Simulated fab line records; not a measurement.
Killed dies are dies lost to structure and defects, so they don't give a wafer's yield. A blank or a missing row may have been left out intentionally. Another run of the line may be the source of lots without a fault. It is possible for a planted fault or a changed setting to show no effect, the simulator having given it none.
Matching of chambers    flow sky130    3 sister chambers for SKY_PASSIVATION_CVD_00 on pecvd-04
The step deposits SiO2, target thk 90 nm. 3 wafers are shown with their chamber, then 9 later ones without.

WAFERS, EACH WITH ITS CHAMBER
wafer   chamber  heater_power_w (W)
L089.1  2        763
L089.2  1        791
L089.5  0        630

WAFERS WHOSE CHAMBER IS MISSING
wafer   heater_power_w (W)
L090.3  621
L090.4  818
L090.5  643
L093.2  658
L093.3  694
L093.4  689
L094.2  577
L094.3  675
L094.4  598

THE CHAMBER EACH PASSED THROUGH
wafer   from the rows above           in truth
L090.3  0                             0
L090.4  can't be placed: 1 or 2       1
L090.5  0                             0
L093.2  can't be placed: 0 or 2       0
L093.3  can't be placed: 0 or 2 or 1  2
L093.4  can't be placed: 0 or 2 or 1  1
L094.2  0                             0
L094.3  can't be placed: 0 or 2 or 1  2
L094.4  0                             0
4 of 9 placed correctly. Can't be placed from these rows: 5 (the true chamber is among the candidates in 5). Placed wrongly: 0.
How it was worked out, from the rows above alone: a wafer's distance from a chamber is the root of the sum, over the readings, of the square of ((its reading less the chamber's mean) divided by the reading's scatter). The wafer belongs to the nearest chamber; if the next one is less than 2 further off, it can't be placed. For every chamber, the mean is computed from those of its wafers that are shown. The scatter: root of mean squared gap, hidden wafer to nearest shown wafer, with one shown wafer a chamber.
